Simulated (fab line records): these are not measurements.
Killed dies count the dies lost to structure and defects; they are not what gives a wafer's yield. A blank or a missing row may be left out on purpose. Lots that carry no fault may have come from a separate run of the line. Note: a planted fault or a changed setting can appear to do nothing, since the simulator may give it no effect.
What tool caused it? / flow sfqLine / 42 wafers from 14 lots sampled at 4 of the route's 325 steps

## WHAT THE GAUGES READ, wafer by wafer
SFQ_L0V_OVL_MEAS_903. Usual: L0V_OVL -2 nm, standard deviation 5.6.
lot=L605; measured=day 5 14:19; on=overlay-02; L0V_OVL (nm)=5 7 -2; flag=
lot=L607; measured=day 6 01:13; on=overlay-01; L0V_OVL (nm)=-3 -2 1; flag=
lot=L608; measured=day 6 04:49; on=overlay-02; L0V_OVL (nm)=-5 -12 0; flag=
lot=L609; measured=day 6 14:25; on=overlay-01; L0V_OVL (nm)=6 7 3; flag=
lot=L610; measured=day 6 16:50; on=overlay-01; L0V_OVL (nm)=3 -2 -3; flag=
lot=L615; measured=day 7 23:46; on=overlay-02; L0V_OVL (nm)=-3 -11 5; flag=
lot=L618; measured=day 8 20:08; on=overlay-01; L0V_OVL (nm)=-10 -9 -14; flag=
lot=L619; measured=day 9 00:56; on=overlay-02; L0V_OVL (nm)=0 2 1; flag=
lot=L620; measured=day 9 07:41; on=overlay-02; L0V_OVL (nm)=2 5 3; flag=
lot=L621; measured=day 9 12:29; on=overlay-01; L0V_OVL (nm)=-5 -11 -7; flag=
lot=L622; measured=day 9 18:29; on=overlay-02; L0V_OVL (nm)=-1 -3 6; flag=
lot=L623; measured=day 9 23:17; on=overlay-02; L0V_OVL (nm)=0 4 -4; flag=
lot=L625; measured=day 10 12:29; on=overlay-02; L0V_OVL (nm)=8 -1 -5; flag=
lot=L626; measured=day 10 18:29; on=overlay-02; L0V_OVL (nm)=3 2 -5; flag=

SFQ_I4_BOW_MEAS_927. Usual: I4_BOW 3 um, standard deviation 7.
lot=L605; measured=day 37 09:30; on=filmMetro-02; I4_BOW (um)=-4 -6 8; flag=
lot=L607; measured=day 37 12:32; on=filmMetro-02; I4_BOW (um)=3 8 -5; flag=
lot=L608; measured=day 44 22:59; on=filmMetro-03; I4_BOW (um)=6 7 -4; flag=
lot=L609; measured=day 45 09:47; on=filmMetro-02; I4_BOW (um)=17 8 -9; flag=
lot=L610; measured=day 46 04:23; on=filmMetro-01; I4_BOW (um)=6 17 19; flag=
lot=L615; measured=day 48 11:05; on=filmMetro-03; I4_BOW (um)=1 14 6; flag=
lot=L618; measured=day 49 20:08; on=filmMetro-01; I4_BOW (um)=-1 -5 6; flag=
lot=L619; measured=day 49 23:08; on=filmMetro-02; I4_BOW (um)=1 1 7; flag=
lot=L620; measured=day 50 19:46; on=filmMetro-02; I4_BOW (um)=10 1 1; flag=
lot=L621; measured=day 50 22:07; on=filmMetro-03; I4_BOW (um)=2 5 -11; flag=
lot=L622; measured=day 51 11:00; on=filmMetro-02; I4_BOW (um)=-1 4 3; flag=
lot=L623; measured=day 51 17:00; on=filmMetro-01; I4_BOW (um)=4 11 1; flag=
lot=L625; measured=day 52 04:55; on=filmMetro-01; I4_BOW (um)=-4 -4 -4; flag=
lot=L626; measured=day 52 10:33; on=filmMetro-01; I4_BOW (um)=-6 -3 -1; flag=

## TOOL THAT RAN EACH LOT (tool first, then ch and the chambers of the sampled wafers, then the start)
lot=L605; SFQ_TRILAYER_L0_VIA_BARC_OPEN_VIA_ETCH_021=rieDiel-02 ch 1,3, day 5 14:20; SFQ_TRILAYER_M2_ETCH_METAL_ETCH_060=rieMetal-02 ch 0,1, day 17 07:55
lot=L607; SFQ_TRILAYER_L0_VIA_BARC_OPEN_VIA_ETCH_021=rieDiel-04 ch 0,1, day 6 01:14; SFQ_TRILAYER_M2_ETCH_METAL_ETCH_060=rieMetal-02 ch 0,1, day 17 22:44
lot=L608; SFQ_TRILAYER_L0_VIA_BARC_OPEN_VIA_ETCH_021=rieDiel-04 ch 0,1,3, day 6 04:50; SFQ_TRILAYER_M2_ETCH_METAL_ETCH_060=rieMetal-02 ch 0,1, day 18 15:29
lot=L609; SFQ_TRILAYER_L0_VIA_BARC_OPEN_VIA_ETCH_021=rieDiel-04 ch 0,1,2, day 6 14:26; SFQ_TRILAYER_M2_ETCH_METAL_ETCH_060=rieMetal-02 ch 0,1, day 19 03:29
lot=L610; SFQ_TRILAYER_L0_VIA_BARC_OPEN_VIA_ETCH_021=rieDiel-01 ch 0,3, day 6 16:50; SFQ_TRILAYER_M2_ETCH_METAL_ETCH_060=rieMetal-02 ch 0,1, day 19 10:44
lot=L615; SFQ_TRILAYER_L0_VIA_BARC_OPEN_VIA_ETCH_021=rieDiel-02 ch 1,2,3, day 7 23:49; SFQ_TRILAYER_M2_ETCH_METAL_ETCH_060=rieMetal-04 ch 0,1, day 22 01:59
lot=L618; SFQ_TRILAYER_L0_VIA_BARC_OPEN_VIA_ETCH_021=rieDiel-01 ch 1,2, day 8 20:10; SFQ_TRILAYER_M2_ETCH_METAL_ETCH_060=rieMetal-04 ch 0,1, day 23 14:44
lot=L619; SFQ_TRILAYER_L0_VIA_BARC_OPEN_VIA_ETCH_021=rieDiel-04 ch 1,2,3, day 9 00:58; SFQ_TRILAYER_M2_ETCH_METAL_ETCH_060=rieMetal-04 ch 1, day 24 02:18
lot=L620; SFQ_TRILAYER_L0_VIA_BARC_OPEN_VIA_ETCH_021=rieDiel-01 ch 0,1,2, day 9 07:43; SFQ_TRILAYER_M2_ETCH_METAL_ETCH_060=rieMetal-02 ch 0,1, day 24 15:30
lot=L621; SFQ_TRILAYER_L0_VIA_BARC_OPEN_VIA_ETCH_021=rieDiel-02 ch 0,1,2, day 9 12:31; SFQ_TRILAYER_M2_ETCH_METAL_ETCH_060=rieMetal-02 ch 0,1, day 24 19:06
lot=L622; SFQ_TRILAYER_L0_VIA_BARC_OPEN_VIA_ETCH_021=rieDiel-02 ch 0,2,3, day 9 18:31; SFQ_TRILAYER_M2_ETCH_METAL_ETCH_060=rieMetal-01 ch 0,1, day 25 04:42
lot=L623; SFQ_TRILAYER_L0_VIA_BARC_OPEN_VIA_ETCH_021=rieDiel-01 ch 0,1,2, day 9 23:19; SFQ_TRILAYER_M2_ETCH_METAL_ETCH_060=rieMetal-01 ch 0,1, day 25 20:18
lot=L625; SFQ_TRILAYER_L0_VIA_BARC_OPEN_VIA_ETCH_021=rieDiel-01 ch 0,1,3, day 10 12:31; SFQ_TRILAYER_M2_ETCH_METAL_ETCH_060=rieMetal-04 ch 0,1, day 26 10:42
lot=L626; SFQ_TRILAYER_L0_VIA_BARC_OPEN_VIA_ETCH_021=rieDiel-02 ch 0,2, day 10 18:31; SFQ_TRILAYER_M2_ETCH_METAL_ETCH_060=rieMetal-01 ch 0, day 26 17:54
- SFQ_TRILAYER_L0_VIA_BARC_OPEN_VIA_ETCH_021: etches BARC in O2, target depth 125 nm, time 41.7 s.
- SFQ_TRILAYER_M2_ETCH_METAL_ETCH_060: etches Nb in Cl2/Ar, stops on SiO2, target depth 240 nm, time 120 s.

## AS READ BY THE TOOLS THEMSELVES (means over the sampled wafers that have a number; for cases with no such wafer, the mark the record gives instead)
SFQ_TRILAYER_L0_VIA_BARC_OPEN_VIA_ETCH_021. Usual: chamberPressureMTorr 29.997 mTorr, standard deviation 0.028; drypumpMotorCurrentA 5.9 A, standard deviation 0.53; oesProductAu 0.686 a.u., standard deviation 0.0048; runLengthS 70.2 s, standard deviation 0.41.
lot=L605; tool=rieDiel-02; chamberPressureMTorr (mTorr)=30.003; drypumpMotorCurrentA (A)=5.8; oesProductAu (a.u.)=0.688; runLengthS (s)=70.4; flag=
lot=L607; tool=rieDiel-04; chamberPressureMTorr (mTorr)=29.982; drypumpMotorCurrentA (A)=5.6; oesProductAu (a.u.)=0.689; runLengthS (s)=70.1; flag=
lot=L608; tool=rieDiel-04; chamberPressureMTorr (mTorr)=30.015; drypumpMotorCurrentA (A)=6.1; oesProductAu (a.u.)=0.667; runLengthS (s)=73.6; flag=OFF
lot=L609; tool=rieDiel-04; chamberPressureMTorr (mTorr)=30.028; drypumpMotorCurrentA (A)=6.0; oesProductAu (a.u.)=0.664; runLengthS (s)=73.7; flag=OFF
lot=L610; tool=rieDiel-01; chamberPressureMTorr (mTorr)=30.000; drypumpMotorCurrentA (A)=5.9; oesProductAu (a.u.)=0.682; runLengthS (s)=70.1; flag=
lot=L615; tool=rieDiel-02; chamberPressureMTorr (mTorr)=30.001; drypumpMotorCurrentA (A)=6.0; oesProductAu (a.u.)=0.685; runLengthS (s)=70.4; flag=
lot=L618; tool=rieDiel-01; chamberPressureMTorr (mTorr)=29.969; drypumpMotorCurrentA (A)=5.1; oesProductAu (a.u.)=0.689; runLengthS (s)=70.3; flag=
lot=L619; tool=rieDiel-04; chamberPressureMTorr (mTorr)=29.989; drypumpMotorCurrentA (A)=6.2; oesProductAu (a.u.)=0.684; runLengthS (s)=70.1; flag=
lot=L620; tool=rieDiel-01; chamberPressureMTorr (mTorr)=29.974; drypumpMotorCurrentA (A)=5.5; oesProductAu (a.u.)=0.686; runLengthS (s)=70.0; flag=
lot=L621; tool=rieDiel-02; chamberPressureMTorr (mTorr)=29.988; drypumpMotorCurrentA (A)=6.1; oesProductAu (a.u.)=0.684; runLengthS (s)=70.2; flag=
lot=L622; tool=rieDiel-02; chamberPressureMTorr (mTorr)=30.001; drypumpMotorCurrentA (A)=5.9; oesProductAu (a.u.)=0.691; runLengthS (s)=70.2; flag=
lot=L623; tool=rieDiel-01; chamberPressureMTorr (mTorr)=29.989; drypumpMotorCurrentA (A)=5.5; oesProductAu (a.u.)=0.684; runLengthS (s)=70.3; flag=
lot=L625; tool=rieDiel-01; chamberPressureMTorr (mTorr)=29.973; drypumpMotorCurrentA (A)=5.5; oesProductAu (a.u.)=0.685; runLengthS (s)=69.9; flag=
lot=L626; tool=rieDiel-02; chamberPressureMTorr (mTorr)=30.004; drypumpMotorCurrentA (A)=6.1; oesProductAu (a.u.)=0.689; runLengthS (s)=70.2; flag=

SFQ_TRILAYER_M2_ETCH_METAL_ETCH_060. Usual: chamberPressureMTorr 10.000 mTorr, standard deviation 0.01; drypumpMotorCurrentA 5.53 A, standard deviation 0.21; oesProductAu 0.894 a.u., standard deviation 0.0069; runLengthS 148.2 s, standard deviation 0.41.
lot=L605; tool=rieMetal-02; chamberPressureMTorr (mTorr)=10.005; drypumpMotorCurrentA (A)=5.62; oesProductAu (a.u.)=0.896; runLengthS (s)=148.0; flag=
lot=L607; tool=rieMetal-02; chamberPressureMTorr (mTorr)=10.003; drypumpMotorCurrentA (A)=5.42; oesProductAu (a.u.)=0.893; runLengthS (s)=148.5; flag=
lot=L608; tool=rieMetal-02; chamberPressureMTorr (mTorr)=9.995; drypumpMotorCurrentA (A)=5.61; oesProductAu (a.u.)=0.891; runLengthS (s)=148.1; flag=
lot=L609; tool=rieMetal-02; chamberPressureMTorr (mTorr)=9.994; drypumpMotorCurrentA (A)=5.43; oesProductAu (a.u.)=0.898; runLengthS (s)=148.2; flag=
lot=L610; tool=rieMetal-02; chamberPressureMTorr (mTorr)=10.000; drypumpMotorCurrentA (A)=5.41; oesProductAu (a.u.)=0.892; runLengthS (s)=148.4; flag=
lot=L615; tool=rieMetal-04; chamberPressureMTorr (mTorr)=9.998; drypumpMotorCurrentA (A)=5.58; oesProductAu (a.u.)=0.896; runLengthS (s)=148.3; flag=
lot=L618; tool=rieMetal-04; chamberPressureMTorr (mTorr)=9.999; drypumpMotorCurrentA (A)=5.57; oesProductAu (a.u.)=0.897; runLengthS (s)=148.4; flag=
lot=L619; tool=rieMetal-04; chamberPressureMTorr (mTorr)=10.001; drypumpMotorCurrentA (A)=5.56; oesProductAu (a.u.)=0.901; runLengthS (s)=148.0; flag=
lot=L620; tool=rieMetal-02; chamberPressureMTorr (mTorr)=10.003; drypumpMotorCurrentA (A)=5.62; oesProductAu (a.u.)=0.892; runLengthS (s)=148.0; flag=
lot=L621; tool=rieMetal-02; chamberPressureMTorr (mTorr)=10.007; drypumpMotorCurrentA (A)=5.42; oesProductAu (a.u.)=0.899; runLengthS (s)=148.6; flag=
lot=L622; tool=rieMetal-01; chamberPressureMTorr (mTorr)=10.004; drypumpMotorCurrentA (A)=5.52; oesProductAu (a.u.)=0.887; runLengthS (s)=148.3; flag=
lot=L623; tool=rieMetal-01; chamberPressureMTorr (mTorr)=9.988; drypumpMotorCurrentA (A)=5.45; oesProductAu (a.u.)=0.890; runLengthS (s)=148.1; flag=
lot=L625; tool=rieMetal-04; chamberPressureMTorr (mTorr)=9.986; drypumpMotorCurrentA (A)=5.57; oesProductAu (a.u.)=0.897; runLengthS (s)=148.1; flag=
lot=L626; tool=rieMetal-01; chamberPressureMTorr (mTorr)=9.998; drypumpMotorCurrentA (A)=5.39; oesProductAu (a.u.)=0.898; runLengthS (s)=148.3; flag=

## THE ANSWER, worked out from the rows above alone
Rule: a lot is off if the mean of its wafers that have a number lies more than 3 standard deviations from the usual mean. A lot without any number at a reading at which 4 lots or more have one is off too. The other lots that the step has rows for count as sound. First the gauges in route order, then the tools' own readings, where a lot's mean is used as printed above. The first step at which some lot is off is used, and at that step the reading that is off furthest; a lot without a number counts as furthest.
Off: L608, L609, at SFQ_TRILAYER_L0_VIA_BARC_OPEN_VIA_ETCH_021 (runLengthS).
If a tool, at that step or one of the process steps before it, ran each lot that is off and ran no sound lot following the first of them, it fits. None of those tried fits.

## WHAT THE SIMULATOR HAD PUT IN
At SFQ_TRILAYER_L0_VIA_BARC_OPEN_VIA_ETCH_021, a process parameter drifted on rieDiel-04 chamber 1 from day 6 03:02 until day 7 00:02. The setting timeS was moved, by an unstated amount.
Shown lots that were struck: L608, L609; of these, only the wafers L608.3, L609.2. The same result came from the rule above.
